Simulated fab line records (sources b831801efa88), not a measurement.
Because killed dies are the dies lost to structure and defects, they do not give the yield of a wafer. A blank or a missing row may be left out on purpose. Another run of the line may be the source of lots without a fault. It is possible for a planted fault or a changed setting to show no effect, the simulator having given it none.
Check for tools in common / flow gf180mcu / Sampled: 12 lots, 36 wafers

== REASON FOR OPENING ==
At GF_TOP_METAL_CD_MEAS_14 the reading cdNm is flagged on 2 of 12 lots. Wafers without a fault read 439.5 nm, standard deviation 1.9.
Rule: flag the lot when none of its wafers has a number, or when each of its wafers that has one lies beyond 4 standard deviations from that mean. The other lots count as sound.

lot=L637; measured=day 28 02:19; on=cdSem-01; cdNm (nm), wafer by wafer=436.9 438.6 439.7; flag=
lot=L638; measured=day 28 09:47; on=cdSem-01; cdNm (nm), wafer by wafer=443.9 443.3 441.3; flag=
lot=L639; measured=day 28 16:36; on=cdSem-02; cdNm (nm), wafer by wafer=441.5 442.2 439.9; flag=
lot=L641; measured=day 29 12:02; on=cdSem-02; cdNm (nm), wafer by wafer=441.3 440.1 441.5; flag=
lot=L643; measured=day 29 23:25; on=cdSem-02; cdNm (nm), wafer by wafer=439.3 441.4 440.1; flag=
lot=L645; measured=day 30 20:37; on=cdSem-02; cdNm (nm), wafer by wafer=439.5 438.5 439.5; flag=
lot=L646; measured=day 30 22:52; on=cdSem-02; cdNm (nm), wafer by wafer=442.4 441.0 441.8; flag=
lot=L647; measured=day 31 08:33; on=cdSem-02; cdNm (nm), wafer by wafer=439.6 437.9 439.4; flag=
lot=L649; measured=day 32 09:25; on=cdSem-01; cdNm (nm), wafer by wafer=439.9 440.0 439.4; flag=
lot=L651; measured=day 32 13:51; on=cdSem-01; cdNm (nm), wafer by wafer=438.4 437.5 436.3; flag=
lot=L655; measured=day 33 12:42; on=cdSem-01; cdNm (nm), wafer by wafer=453.2 453.7 455.5; flag=FLAGGED
lot=L660; measured=day 34 10:41; on=cdSem-01; cdNm (nm), wafer by wafer=447.8 450.0 450.6; flag=FLAGGED
The numbers of the flagged lots are 451.8 nm on average: +12.3 nm against the usual, or +6 standard deviations.

== WHICH TOOL RAN EACH LOT ==
3 process steps preceding the reading are held in the record, out of 602 steps in the route. Every cell lists first the tool, next ch and the chambers used by the sampled wafers, and last the start.
lot=L637; flag=; GF_V5_CVD_02=pecvd-02 ch 0,1, day 26 07:44; GF_V5_CMP_04=cmp-02 ch 0,3, day 26 07:59; GF_TOP_METAL_EXPOSE_11=ilineStepper-02 ch 0, day 27 16:44
lot=L638; flag=; GF_V5_CVD_02=pecvd-03 ch 0,1, day 26 15:29; GF_V5_CMP_04=cmp-01 ch 2,3, day 26 15:39; GF_TOP_METAL_EXPOSE_11=ilineStepper-01 ch 0, day 28 00:28
lot=L639; flag=; GF_V5_CVD_02=pecvd-02 ch 0,1,2, day 26 22:26; GF_V5_CMP_04=cmp-02 ch 1,2,3, day 26 22:36; GF_TOP_METAL_EXPOSE_11=ilineStepper-01 ch 0, day 28 07:15
lot=L641; flag=; GF_V5_CVD_02=pecvd-02 ch 0,1,2, day 27 20:05; GF_V5_CMP_04=cmp-01 ch 0,1,3, day 27 20:15; GF_TOP_METAL_EXPOSE_11=ilineStepper-01 ch 0, day 29 03:19
lot=L643; flag=; GF_V5_CVD_02=pecvd-04 ch 0,1, day 28 06:04; GF_V5_CMP_04=cmp-02 ch 0,1,3, day 28 06:17; GF_TOP_METAL_EXPOSE_11=ilineStepper-02 ch 0, day 29 13:44
lot=L645; flag=; GF_V5_CVD_02=pecvd-04 ch 0,1, day 29 04:16; GF_V5_CMP_04=cmp-01 ch 0,2, day 29 04:59; GF_TOP_METAL_EXPOSE_11=ilineStepper-02 ch 0, day 30 11:46
lot=L646; flag=; GF_V5_CVD_02=pecvd-03 ch 0,1, day 29 08:28; GF_V5_CMP_04=cmp-01 ch 0,1,2, day 29 08:47; GF_TOP_METAL_EXPOSE_11=ilineStepper-02 ch 0, day 30 14:11
lot=L647; flag=; GF_V5_CVD_02=pecvd-02 ch 0,2, day 29 18:16; GF_V5_CMP_04=cmp-02 ch 1,2, day 29 18:26; GF_TOP_METAL_EXPOSE_11=ilineStepper-01 ch 0, day 31 00:09
lot=L649; flag=; GF_V5_CVD_02=pecvd-03 ch 0,2, day 30 20:38; GF_V5_CMP_04=cmp-02 ch 0,2,3, day 30 20:52; GF_TOP_METAL_EXPOSE_11=ilineStepper-01 ch 0, day 32 01:01
lot=L651; flag=; GF_V5_CVD_02=pecvd-03 ch 0,1, day 31 02:46; GF_V5_CMP_04=cmp-02 ch 2,3, day 31 03:02; GF_TOP_METAL_EXPOSE_11=ilineStepper-01 ch 0, day 32 06:55
lot=L655; flag=FLAGGED; GF_V5_CVD_02=pecvd-04 ch 2, day 32 01:22; GF_V5_CMP_04=cmp-02 ch 0,1,3, day 32 01:55; GF_TOP_METAL_EXPOSE_11=ilineStepper-01 ch 0, day 33 05:05
lot=L660; flag=FLAGGED; GF_V5_CVD_02=pecvd-04 ch 0,1,2, day 33 00:42; GF_V5_CMP_04=cmp-01 ch 1,2, day 33 00:52; GF_TOP_METAL_EXPOSE_11=ilineStepper-01 ch 0, day 34 02:54
What these steps do:
- GF_V5_CVD_02: deposits SiO2 from TEOS, target thk 1450 nm, time 163.28 s.
- GF_V5_CMP_04: polishes SiO2.
- GF_TOP_METAL_EXPOSE_11: exposes mask MetalTop, target cd 440 nm.
- GF_TOP_METAL_CD_MEAS_14: target cd 440 nm.

== FLAGGED OVER TOTAL, TOOL BY TOOL (the gauges that took the reading come last) ==
step=GF_V5_CVD_02; tool=pecvd-02; lots run=4; flagged=0; share of the flagged lots=none; sound lots run after its first flagged lot=-
step=GF_V5_CVD_02; tool=pecvd-03; lots run=4; flagged=0; share of the flagged lots=none; sound lots run after its first flagged lot=-
step=GF_V5_CVD_02; tool=pecvd-04; lots run=4; flagged=2; share of the flagged lots=all; sound lots run after its first flagged lot=0
step=GF_V5_CMP_04; tool=cmp-01; lots run=5; flagged=1; share of the flagged lots=some; sound lots run after its first flagged lot=0
step=GF_V5_CMP_04; tool=cmp-02; lots run=7; flagged=1; share of the flagged lots=some; sound lots run after its first flagged lot=0
step=GF_TOP_METAL_EXPOSE_11; tool=ilineStepper-01; lots run=8; flagged=2; share of the flagged lots=all; sound lots run after its first flagged lot=0
step=GF_TOP_METAL_EXPOSE_11; tool=ilineStepper-02; lots run=4; flagged=0; share of the flagged lots=none; sound lots run after its first flagged lot=-
step=GF_TOP_METAL_CD_MEAS_14; tool=cdSem-01; lots run=6; flagged=2; share of the flagged lots=all; sound lots run after its first flagged lot=0
step=GF_TOP_METAL_CD_MEAS_14; tool=cdSem-02; lots run=6; flagged=0; share of the flagged lots=none; sound lots run after its first flagged lot=-

== THE TABLE: WHAT IT ALLOWS ==
Rows of the table that ran every flagged lot, 3 in all: pecvd-04 at GF_V5_CVD_02, ilineStepper-01 at GF_TOP_METAL_EXPOSE_11, cdSem-01 at GF_TOP_METAL_CD_MEAS_14.
- pecvd-04 at GF_V5_CVD_02: 2 of its 4 lots flagged. Last sound lot L645 at day 29 04:16, first flagged lot L655 at day 32 01:22; a fault beginning in between fits.
- ilineStepper-01 at GF_TOP_METAL_EXPOSE_11: 2 of its 8 lots flagged. Last sound lot L651 at day 32 06:55, first flagged lot L655 at day 33 05:05; a fault beginning in between fits. Its own readings lie more than 4 standard deviations out on every wafer of the flagged lots: exposureDoseMJCm2.
- cdSem-01 at GF_TOP_METAL_CD_MEAS_14: 2 of its 6 lots flagged. Last sound lot L651 at day 32 13:51, first flagged lot L655 at day 33 12:42; a fault beginning in between fits.
Counting lots can't tell these 3 tools apart, because each fits a fault that began at some hour. More lots, or a look at what each step does to the wafer, might.

== WHAT THE SIMULATOR HAD INSERTED ==
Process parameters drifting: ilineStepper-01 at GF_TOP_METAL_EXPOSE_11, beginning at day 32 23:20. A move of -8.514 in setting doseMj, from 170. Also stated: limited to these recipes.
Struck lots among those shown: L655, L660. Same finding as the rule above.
